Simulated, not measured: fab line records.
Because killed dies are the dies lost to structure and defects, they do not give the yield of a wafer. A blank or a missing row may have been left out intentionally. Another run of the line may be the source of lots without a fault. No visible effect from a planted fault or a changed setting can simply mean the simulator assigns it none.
Problem report, 8D (eight disciplines) form, completed by code    flow sky130    the parts of the form that need people (team, actions taken, sign-off) are left out

## 1. THE ISSUE
SONOS_ONO_CVD_04_THK at SKY_SONOS_ONO_THK_MEAS_05 reads a mean of 7.78 nm on 9 wafers of 3 lots; wafers without a fault read 5.87 nm with a standard deviation of 0.13. That puts it +15 standard deviations away from the usual mean.
First seen on wafer L567.1, day 16 21:49, on film-metro-04. The record holds 36 wafers of 12 lots with a number at this step. The rule behind "out" and "out of limits": a value lying over 4 standard deviations away from the usual mean. All remaining wafers that have a number are taken as sound.

## 2. WHAT IT IS AND WHAT IT IS NOT
question                     is                                           is not
which readings at this step  SONOS_ONO_CVD_04_THK                         -
which lots                   L566, L567, L568                             L553, L554, L556, L557, L559, L560, L561, L564, L565
which wafers of those lots   all that have a number                       -
read on which gauges         film-metro-01, film-metro-03, film-metro-04  -
when                         from day 16 21:49                            up to then (27 sound wafers)

## 3. THE SUSPECTS, EACH WITH WHAT RULES IT OUT
Counting: a tool at a process step up to the reading stays a suspect if it ran every lot that is out and no sound lot after the first of them.
- the gauge at SKY_SONOS_ONO_THK_MEAS_05: ruled out. 3 gauges (film-metro-01, film-metro-03, film-metro-04) read the wafers that are out.
- lpcvd-03 at SKY_SONOS_ONO_CVD_04 (deposits SiO2 from SiH4/N2O, target thk 5.7199 nm): kept. It processed each lot that is out, first L567 at day 16 20:34, and no sound lot thereafter; up to then, the last sound lot it processed was L565 at day 16 16:51.
After counting, what remains is lpcvd-03 at SKY_SONOS_ONO_CVD_04.

## 4. THE CAUSE (what the simulator had put in)
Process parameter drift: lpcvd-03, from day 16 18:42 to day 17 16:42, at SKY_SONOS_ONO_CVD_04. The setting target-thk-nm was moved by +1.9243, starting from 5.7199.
Only this tool survived the counting.

## 5. SEQUENCE OF EFFECTS, ordered by route
Rows list readings where the struck wafers' mean (over those with a number) sits beyond 3 standard deviations from the usual. Scope: only readings with a usual standard deviation given in the record; hours: median across lots of the time from each lot's start at the first step in this table that gives one to its start at this step; sigmas: change in usual standard deviations.
hours  step                       reading               usual    on struck wafers  change  sigmas
0      SKY_SONOS_ONO_THK_MEAS_05  SONOS_ONO_CVD_04_THK  5.87 nm  7.78              +1.91   +15

## 6. HOW IT WOULD HAVE BEEN CAUGHT EARLIER
In this record the first reading out of limits at a measuring or inspecting step was taken at day 16 21:49, 3 hours after the fault began at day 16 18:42.
Tool readings at SKY_SONOS_ONO_CVD_04 with a usual standard deviation given in the record: none out on any struck wafer, hence no alarm at a limit of 4 standard deviations on them.
Lots out: 3; of these, L566, L568 started SKY_SONOS_ONO_CVD_04 on lpcvd-03 after day 16 21:49. A hold on the tool at that time would have spared those 2.
